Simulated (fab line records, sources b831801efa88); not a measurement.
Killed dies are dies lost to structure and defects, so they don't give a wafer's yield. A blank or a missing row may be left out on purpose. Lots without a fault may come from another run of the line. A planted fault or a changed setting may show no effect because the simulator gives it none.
fab line records | flow sky130 | part 2 of 2: steps 43 to 43 of 43
record lots=6 wafers=18 last_day=49
route steps=708 shown METAL2@491 VIA2@507 METAL3@532 PAD_OPEN@708
lots that met no fault: from a run of the same line without faults
start_h: hours from the record's first day to the start of the lot's first wafer shown | wait_h: hours since the lot's step before | " the same as in the row above | L1.1+2: a row that stands for several wafers | - no value, or no start given | * or withheld: withheld | < > ~ a bound
route shown NAME@n: a module of which the file shows steps, and the number in the route of the first | usual: mean/standard deviation of fault-free wafers | same: alike in all rows | chamber/n: place in a boat | sites: the reading at each site | _std_site: their standard deviation | _edge_site: outer sites' mean less inner sites' | radius_mm: how far each site lies from the wafer's centre | mask NAME#n: copy n | behind: the tool/chamber that last shaped the wafer | hold: why the lot was held/for how many hours/how that ended | device: the transistor (n, p or np) that didn't switch | end of line: the same wafers' tests at the end of the route | a step without rows: its recipe alone | killed: dies lost to structure and defects at the first sort, not the wafer's yield | map: a wafer's dies, x killed, . not, _ none there
set.NAME: the setting as run; set.NAME@STEP: as run at that earlier step | model.NAME: the simulator's own value behind a step, which no gauge read
lots at some steps of the route; a table a step, a row a wafer
services: from which hour (start_h, from the record's first day; less than 0 if before it) a tool's chamber was out of use, for how many hours, and why
## steps
# step SKY_PAD_OPEN_PROBE_99
# usual defect_limited_yield=82.5/1.8 killed_at_M0_to_M3=44/6.6 killed_at_M4_up=2.9/1.8 killed_at_contacts=24/4.8 killed_at_front_end=15/4.5 killed_at_other=0.3/0.64 killed_dies=86/8.7 killed_open=47/6.5 killed_short=39/5.8 sort_bin_3_pad_short=0.9/0.4 sort_bin_5_function=10.3/1.4 sort_bin_6_memory=6.2/1.1 sort_n_pass=406/8.7 sort_yield_pct=82.5/1.8
# same gross_dies=492 killed_at_back_side=0 sort_bin_4_leakage[%]=0 sort_bin_8_speed[%]=0
# columns lot.wafer tool chamber start_h wait_h defect_limited_yield[%] killed_at_M0_to_M3 killed_at_M4_up killed_at_contacts killed_at_front_end killed_at_other killed_dies killed_open killed_short sort_bin_3_pad_short[%] sort_bin_5_function[%] sort_bin_6_memory[%] sort_n_pass sort_yield_pct[%] model.etest.tester.sort_n_pass model.etest.tester.sort_yield_pct model.etest.tester.sort_bin_5_pct model.etest.tester.sort_bin_3_pct
L956.1 prober-01 - 1071.98 0.1 82.5 40 3 32 11 0 86 51 35 0.4 9.8 7.3 406 82.5 406 82.52 9.756 0.4065
L956.4 prober-01 - 1072.13 0.2 81.1 39 2 23 29 0 93 49 44 1.2 10.6 7.1 399 81.1 399 81.1 10.57 1.22
L956.5 prober-01 - 1072.18 0.2 83.9 41 5 15 18 0 79 37 42 0.6 10.8 4.7 413 83.9 413 83.94 10.77 0.6098
L959.1 prober-02 - 1091.66 0.1 83.1 37 1 27 18 0 83 49 34 0.2 9.8 6.9 409 83.1 409 83.13 9.756 0.2033
L959.2 prober-02 - 1091.71 0.1 80.7 46 3 33 13 0 95 56 39 1.2 12.0 6.1 397 80.7 397 80.69 11.99 1.22
L959.5 prober-02 - 1091.86 0.2 81.5 46 3 24 18 0 91 46 44 1.6 11.2 5.7 401 81.5 401 81.5 11.18 1.626
L960.2 prober-01 - 1093.54 0.1 83.1 38 5 27 13 0 83 40 43 0.4 10.4 6.1 409 83.1 409 83.13 10.37 0.4065
L960.3 prober-01 - 1093.59 0.2 77.6 73 3 19 15 0 110 46 34 1.6 14.4 6.3 382 77.6 382 77.64 14.43 1.626
L960.6 prober-01 - 1093.74 0.2 75.8 82 2 22 13 0 119 38 46 2.0 16.1 6.1 373 75.8 373 75.81 16.06 2.033
L961.3 prober-02 - 1109.01 0.2 76.2 78 5 16 18 0 117 49 36 2.0 15.7 6.1 375 76.2 375 76.22 15.65 2.033
L961.5 prober-02 - 1109.11 0.2 84.8 36 2 22 15 0 75 40 35 1.2 9.6 4.5 417 84.8 417 84.76 9.553 1.22
L961.6 prober-02 - 1109.16 0.2 74.6 81 2 25 17 0 125 50 44 1.4 15.9 8.1 367 74.6 367 74.59 15.85 1.423
L970.2 prober-01 - 1152.95 0.1 85.2 35 1 22 15 0 73 34 39 1.2 8.5 5.1 419 85.2 419 85.16 8.537 1.22
L970.4 prober-01 - 1153.05 0.2 80.9 55 1 29 9 0 94 53 41 0.8 11.6 6.7 398 80.9 398 80.89 11.59 0.813
L970.5 prober-01 - 1153.10 0.2 83.1 49 2 14 18 0 83 43 40 0.8 10.6 5.5 409 83.1 409 83.13 10.57 0.813
L977.1 prober-02 - 1185.26 0.1 84.8 37 5 22 10 1 75 50 24 0.4 8.3 6.5 417 84.8 417 84.76 8.333 0.4065
L977.4 prober-02 - 1185.41 0.2 83.9 36 3 25 15 0 79 39 39 1.2 9.8 5.1 413 83.9 413 83.94 9.756 1.22
L977.5 prober-02 - 1185.46 0.2 81.9 46 3 17 21 2 89 45 43 0.6 10.8 6.7 403 81.9 403 81.91 10.77 0.6098
# killed by level:class
L956.1 CONTACT:geometric_particle:open=14 VIA1:geometric_particle:open=10 LI_CONTACT:geometric_particle:open=8 VIA3:geometric_particle:open=7 METAL1:geometric_particle:short=7 CONTACT:geometric_particle:short=4 VIA2:geometric_particle:open=4 VIA3:geometric_particle:short=4
L956.4 CONTACT:geometric_particle:open=10 VIA1:geometric_particle:open=9 FIELD_ISO:geometric_particle:open=7 LI_CONTACT:geometric_particle:open=7 FIELD_ISO:geometric_particle:short=5 LOCAL_INTERCONNECT:geometric_particle:short=5 VIA2:geometric_particle:open=5 VIA1:geometric_particle:short=5
L956.5 VIA3:geometric_particle:open=10 CONTACT:geometric_particle:short=6 VIA1:geometric_particle:open=6 VIA2:geometric_particle:open=6 FIELD_ISO:geometric_particle:short=5 METAL2:geometric_particle:short=5 CONTACT:geometric_particle:open=4 VIA1:geometric_particle:short=4
L959.1 VIA1:geometric_particle:open=10 CONTACT:geometric_particle:open=8 LI_CONTACT:geometric_particle:open=7 POLY_GATE:geometric_particle:open=5 LOCAL_INTERCONNECT:geometric_particle:short=5 METAL1:geometric_particle:short=5 VIA1:geometric_particle:short=5 FIELD_ISO:geometric_particle:open=4
L959.2 VIA1:geometric_particle:open=11 CONTACT:geometric_particle:open=9 VIA3:geometric_particle:open=9 LOCAL_INTERCONNECT:geometric_particle:short=8 LI_CONTACT:geometric_particle:open=8 VIA2:geometric_particle:open=6 CONTACT:geometric_particle:short=6 FIELD_ISO:geometric_particle:open=4
L959.5 VIA3:geometric_particle:open=11 FIELD_ISO:geometric_particle:short=8 VIA1:geometric_particle:open=7 FIELD_ISO:geometric_particle:open=6 CONTACT:geometric_particle:open=6 LI_CONTACT:geometric_particle:open=5 VIA2:geometric_particle:open=5 VIA3:geometric_particle:short=5
L960.2 CONTACT:geometric_particle:open=13 METAL2:geometric_particle:short=7 LI_CONTACT:geometric_particle:short=6 VIA1:geometric_particle:short=6 VIA1:geometric_particle:open=6 VIA2:geometric_particle:open=6 FIELD_ISO:geometric_particle:open=4 POLY_GATE:geometric_particle:short=4
L960.3 METAL2:unspecified=30 VIA1:geometric_particle:open=13 CONTACT:geometric_particle:open=10 VIA1:geometric_particle:short=7 METAL1:geometric_particle:short=6 FIELD_ISO:geometric_particle:open=5 VIA2:geometric_particle:open=5 LI_CONTACT:geometric_particle:open=4
L960.6 METAL2:unspecified=35 VIA1:geometric_particle:open=11 CONTACT:geometric_particle:open=9 METAL2:geometric_particle:short=7 METAL1:geometric_particle:short=6 VIA3:geometric_particle:short=6 POLY_GATE:geometric_particle:short=5 VIA1:geometric_particle:short=5
L961.3 METAL2:unspecified=32 VIA1:geometric_particle:open=15 VIA1:geometric_particle:short=7 VIA3:geometric_particle:open=7 FIELD_ISO:geometric_particle:short=6 VIA2:geometric_particle:open=6 CONTACT:geometric_particle:open=5 POLY_GATE:geometric_particle:open=4
L961.5 VIA1:geometric_particle:open=11 CONTACT:geometric_particle:open=9 FIELD_ISO:geometric_particle:short=5 VIA2:geometric_particle:open=5 VIA3:geometric_particle:open=5 METAL1:geometric_particle:short=4 POLY_GATE:geometric_particle:short=4 LI_CONTACT:geometric_particle:open=4
L961.6 METAL2:unspecified=31 VIA1:geometric_particle:open=13 CONTACT:geometric_particle:open=12 VIA2:geometric_particle:open=9 METAL2:geometric_particle:short=7 VIA3:geometric_particle:short=7 LI_CONTACT:geometric_particle:open=6 CONTACT:geometric_particle:short=5
L970.2 CONTACT:geometric_particle:open=11 METAL2:geometric_particle:short=9 POLY_GATE:geometric_particle:short=8 VIA3:geometric_particle:open=6 VIA1:geometric_particle:open=6 FIELD_ISO:geometric_particle:short=5 LI_CONTACT:geometric_particle:open=4 LOCAL_INTERCONNECT:geometric_particle:short=4
L970.4 VIA1:geometric_particle:open=14 CONTACT:geometric_particle:open=10 VIA3:geometric_particle:open=8 CONTACT:geometric_particle:short=7 VIA1:geometric_particle:short=7 METAL2:geometric_particle:short=7 VIA2:geometric_particle:open=6 LI_CONTACT:geometric_particle:open=5
L970.5 VIA1:geometric_particle:open=12 VIA3:geometric_particle:open=9 CONTACT:geometric_particle:open=7 METAL1:geometric_particle:short=7 FIELD_ISO:geometric_particle:short=6 VIA2:geometric_particle:open=6 POLY_GATE:geometric_particle:short=5 METAL2:geometric_particle:short=5
L977.1 LI_CONTACT:geometric_particle:open=9 CONTACT:geometric_particle:open=9 METAL2:geometric_particle:short=8 VIA3:geometric_particle:open=5 VIA1:geometric_particle:open=5 FIELD_ISO:geometric_particle:open=4 VIA1:geometric_particle:short=4 VIA2:geometric_particle:open=4
L977.4 LI_CONTACT:geometric_particle:open=7 CONTACT:geometric_particle:open=7 VIA1:geometric_particle:open=7 POLY_GATE:geometric_particle:open=6 LOCAL_INTERCONNECT:geometric_particle:short=6 VIA1:geometric_particle:short=6 VIA2:geometric_particle:short=4 VIA2:geometric_particle:open=4
L977.5 METAL2:geometric_particle:short=10 VIA1:geometric_particle:open=10 LI_CONTACT:geometric_particle:open=7 VIA3:geometric_particle:open=7 FIELD_ISO:geometric_particle:short=6 FIELD_ISO:geometric_particle:open=6 METAL1:geometric_particle:short=6 POLY_GATE:geometric_particle:open=4
# map L960.6 (x killed, . not)
__________.x..x.xx.._________
________...x....x....._______
______.....xxx.x...x...._____
_____.x.....x...x........____
____...x........x.........___
___..x.......xxx.........x.__
__.x.x..x.....x.....x......._
_.x......x...........xx......
_..xxxx......x...........x...
_xxxxxxx.......x.x...x.......
_xxxxx..x.....x..............
_xxxxxx...................xx.
_xxxxx.......x.....x......xx.
_xxxxxx..x.xx......x.x.xxx...
_xxxx........x...x.x.x.x.....
__x.xx...x..x..x..x....xx..._
___....xx....x.............__
____...x...x....x.....x...___
_____..........x.........____
______....x......x....x._____
________x.....x....x.._______
__________.xx.....x._________
# map L961.6 (x killed, . not)
__________.x.x..x..._________
________.............._______
______.....x.x..x...x..._____
_____.x......x.....x....x____
____...x...x.x..x.....x...___
___........x..x......x..x.x__
__x...........x.......x...x._
_x..x...........x.x....x.....
_xxxx.x.x...x...x..x..xx.....
_xx.x....x.............xx..x.
_xxxxx...xx.x.......x.x...x..
_xxxxxx..x..xx.........x.....
_xxxxxxx......x..x.xx..x.....
_xxxxx.x...x.x.x...x....x....
_.xxxx.x....x..x...x........x
__..................x......._
___.......xx.x....x.xx....x__
____.......x.........xx...___
_____.xx.x.....x.x.......____
______...x........x....x_____
________x.x..x......x._______
__________.........x_________
## services
# columns tool chamber start_h hours kind
pvd_sputter-03 - 815.80 15.5 repair
rie_metal-01 0 820.17 21.8 repair
rie_metal-03 - 833.72 0.3 repair
cmp-01 - 849.10 1.8 repair
rie_metal-03 1 856.02 15.8 repair
cmp-01 - 857.33 1.6 repair
pvd_sputter-02 - 862.84 1.4 repair
cmp-01 - 871.04 6.6 repair
cmp-01 - 877.62 3.4 pm
cmp-02 - 878.64 1.2 repair
pvd_sputter-03 - 885.09 1.0 repair
cmp-02 - 905.90 2.2 repair
pvd_sputter-01 - 910.54 0.6 repair
cmp-01 - 912.00 4.0 pm
pvd_sputter-03 - 917.18 5.9 repair
cmp-02 - 918.62 0.7 repair
rie_metal-01 1 946.88 9.2 repair
pvd_sputter-03 - 950.78 5.2 repair
plasma_asher-03 - 963.15 1.2 repair
cmp-02 - 967.95 1.4 repair
rie_metal-01 1 970.98 21.7 repair
cmp-01 - 976.38 0.4 repair
cmp-02 - 989.26 4.9 repair
cmp-01 - 990.66 0.4 repair
## key
first_sign step=SKY_PAD_OPEN_PROBE_99 reading=killed_at_M0_to_M3 direction=up sigmas=5.3 usual=44 struck=78
effect step=SKY_PAD_OPEN_PROBE_99 reading=sort_bin_5_function direction=up sigmas=3.7 usual=10.3 struck=15.5
model_effect step=SKY_PAD_OPEN_PROBE_99 value=etest.tester.sort_n_pass without=398.2 struck=374.2
met_at SKY_METAL2_STRIP_20
struck_wafers L960.3,L960.6,L961.3,L961.6
onset_between 816.28 845.13
fault kind=chamber_particle_source tool=plasma_asher-03 chamber=0 onset_h=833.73 steps=SKY_METAL2_STRIP_20 rate_per_visit_cm2=0.5865 end_h=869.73
